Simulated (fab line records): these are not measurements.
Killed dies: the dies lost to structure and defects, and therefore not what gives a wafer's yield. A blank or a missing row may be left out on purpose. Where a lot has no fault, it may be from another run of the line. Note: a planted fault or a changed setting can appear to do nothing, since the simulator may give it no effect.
What tool caused it?    flow sfq_line    7 lots, 21 wafers sampled, at 2 steps of a route of 325

WHAT THE GAUGES READ, wafer by wafer
SFQ_M0_RS_MEAS_904: uses a four-point probe to measure.
lot   measured      on             M0_NB_RS (ohm/sq)
L943  day 6 06:19   film_metro-03  0.890 0.897 0.901
L945  day 6 11:08   film_metro-03  0.878 0.876 0.883
L947  day 7 00:23   film_metro-03  0.905 0.888 0.886
L951  day 8 01:51   film_metro-03  0.889 0.883 0.892
L953  day 8 11:18   film_metro-01  0.877 0.877 0.879
L955  day 8 20:41   film_metro-03  0.864 0.883 0.871
L961  day 10 12:06  film_metro-03  0.900 0.619 0.615

WHAT TOOL EACH LOT RAN ON (gives the tool, then ch and the chambers of the sampled wafers, and finally the start)
lot   SFQ_TRILAYER_M0_DEP_SPUTTER_019
L943  pvd_sputter-06, day 6 06:12
L945  pvd_sputter-05, day 6 11:00
L947  pvd_sputter-06, day 7 00:18
L951  pvd_sputter-05, day 8 01:43
L953  pvd_sputter-04, day 8 11:11
L955  pvd_sputter-05, day 8 20:36
L961  pvd_sputter-05, day 10 12:00
- SFQ_TRILAYER_M0_DEP_SPUTTER_019: material Nb, target thk 200 nm, time 133.3 s.

THE ANSWER, worked out from the rows above alone
Rule: usual is defined by the lots themselves. The widest of any qualifying gaps counts: lots, ordered by their means at a reading, are off when they make up no more than a third of the lots, leave a main group of 4 or more, and stand apart from it by 3 or more times the standard deviation of that group's means. Not used: any main group whose means are identical at the precision the tables above print for the reading. A lot without any number at a reading at which 4 lots or more have one is off too. All remaining lots with rows at the step are treated as sound.
Off: L961, seen at SFQ_M0_RS_MEAS_904 (M0_NB_RS). For the main group the mean is 0.884 ohm/sq and the standard deviation 0.0085.
A tool fits if, at a process step before that reading, it ran every lot that is off, and no sound lot after the first of them. Gauges at SFQ_M0_RS_MEAS_904: tried the same way as those tools. Can't be told from this: 2 tools fit, pvd_sputter-05 at SFQ_TRILAYER_M0_DEP_SPUTTER_019, film_metro-03 at SFQ_M0_RS_MEAS_904.

WHAT WAS PUT IN BY THE SIMULATOR
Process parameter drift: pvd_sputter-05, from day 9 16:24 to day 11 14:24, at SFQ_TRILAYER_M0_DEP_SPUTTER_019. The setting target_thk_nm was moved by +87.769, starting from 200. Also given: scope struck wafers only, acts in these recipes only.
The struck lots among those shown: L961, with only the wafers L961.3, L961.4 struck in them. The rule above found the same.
